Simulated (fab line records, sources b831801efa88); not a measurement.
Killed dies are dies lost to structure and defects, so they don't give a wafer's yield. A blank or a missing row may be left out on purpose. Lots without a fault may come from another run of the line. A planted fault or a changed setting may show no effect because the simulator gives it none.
Split-lot experiment | flow sfq_line | 5 lots, 17 wafers read, on a route of 325 steps

THE SPLIT
At SFQ_TRILAYER_M0_LITHO_COAT_026 (resist thk 62 nm), the setting spin_rpm was moved away from the recipe's 3000 rpm on 8 of the 17 wafers read, by -6.1% to -2.4%. The other wafers ran this setting at the recipe's value.

FROM THE SPLIT TO THE READING: what the file shows between them, 3 steps
- SFQ_TRILAYER_M0_LITHO_COAT_021: resist thk 600 nm
- SFQ_TRILAYER_M0_LITHO_SOFTBAKE_025
- SFQ_TRILAYER_M0_LITHO_DEVELOP_023: time 60 s

THE READING
etch.depth_nm (the simulator's own value, which no gauge read), in nm, at SFQ_TRILAYER_M0_BARC_OPEN_METAL_ETCH_031 (etches BARC in O2, target depth 125 nm, time 41.7 s). The file gives no usual value for it. The 9 wafers here that ran the recipe average 61.96 nm, standard deviation 0.094 nm.

wafer  | tool, chamber at the split | spin_rpm as run, rpm | against the recipe | etch.depth_nm, nm | against lot-mates on the recipe
L079.1 | litho_track-02, 0          | 3000                 | recipe             | 61.95             | -
L079.2 | litho_track-02, 0          | 3000                 | recipe             | 61.94             | -
L079.5 | litho_track-02, 0          | 3000                 | recipe             | 62.08             | -
L080.1 | litho_track-03, 0          | 2818                 | -6.1%              | 64.01             | +2.11
L080.2 | litho_track-03, 0          | 2818                 | -6.1%              | 63.86             | +1.95
L080.3 | litho_track-03, 0          | 3000                 | recipe             | 61.84             | -
L080.5 | litho_track-03, 0          | 3000                 | recipe             | 61.97             | -
L080.6 | litho_track-03, 0          | 2818                 | -6.1%              | 63.84             | +1.94
L081.1 | litho_track-01, 0          | 2928                 | -2.4%              | 62.75             | +0.73
L081.2 | litho_track-01, 0          | 3000                 | recipe             | 62.02             | -
L081.3 | litho_track-01, 0          | 2928                 | -2.4%              | 62.88             | +0.87
L081.4 | litho_track-01, 0          | 3000                 | recipe             | 62.01             | -
L081.5 | litho_track-01, 0          | 2928                 | -2.4%              | 62.84             | +0.83
L083.3 | litho_track-03, 0          | 3000                 | recipe             | 62.07             | -
L083.6 | litho_track-03, 0          | 2821                 | -6.0%              | 63.9              | +1.83
L084.1 | litho_track-01, 0          | 3000                 | recipe             | 61.78             | -
L084.4 | litho_track-01, 0          | 2823                 | -5.9%              | 64.17             | +2.39

THE FIT
A straight line over all 17 wafers: etch.depth_nm changes by -0.332 nm for each +1% of spin_rpm; r = -0.99; the points scatter about the line by 0.11 nm.
The same after taking each lot's own level away (the mean of its wafers on the recipe; 17 wafers): -0.339 nm for each +1%; r = -0.99; scatter 0.13 nm.
On that fit, the largest move of spin_rpm shifts the reading by 2.1 nm.
The lots' own levels span 61.780 to 62.070 nm, that is 3.1 times the standard deviation above.
So the lot-to-lot level changes the slope little: the two slopes agree.
Check: with one of the wafers moved furthest among these (-6.1%) left out of the fit, the line predicts +2.05 nm for it against its lot-mates. It came out at +2.11 nm against them.

OTHER SPLITS ON THESE WAFERS
These wafers also went through other splits before the reading. Each is held against what the fit with the lots' levels taken away leaves over:
other split on the same wafers                   | wafers away from the commonest value | r with etch.depth_nm (lot level and that fit taken away)
SFQ_TRILAYER_L0_LITHO_COAT_010 resist_thk_nm     | 4                                    | -0.08
SFQ_TRILAYER_L0_LITHO_PEB_008 peb_temp_c         | 4                                    | -0.03
SFQ_TRILAYER_L0_VIA_LITHO_COAT_013 resist_thk_nm | 7                                    | +0.12

THE WHOLE CHAIN: every reading that the file lists as answering this split, in the file's order
step                                     | what it does                                        | reading                                                                                    | change (the file's fit)               | r (the file's)
SFQ_TRILAYER_M0_LITHO_COAT_026           | resist thk 62 nm                                    | BARC_of_TRILAYER_M0_LITHO_COAT_026.thk_nm (the simulator's own value, which no gauge read) | -0.333 nm for each +1% of the setting | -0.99
SFQ_TRILAYER_M0_BARC_OPEN_METAL_ETCH_031 | etches BARC in O2, target depth 125 nm, time 41.7 s | etch.depth_nm (the simulator's own value, which no gauge read)                             | -0.341 nm for each +1% of the setting | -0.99

THE FILE'S OWN FIT
etch.depth_nm changes by -0.341 nm for each +1% of spin_rpm, r = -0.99.
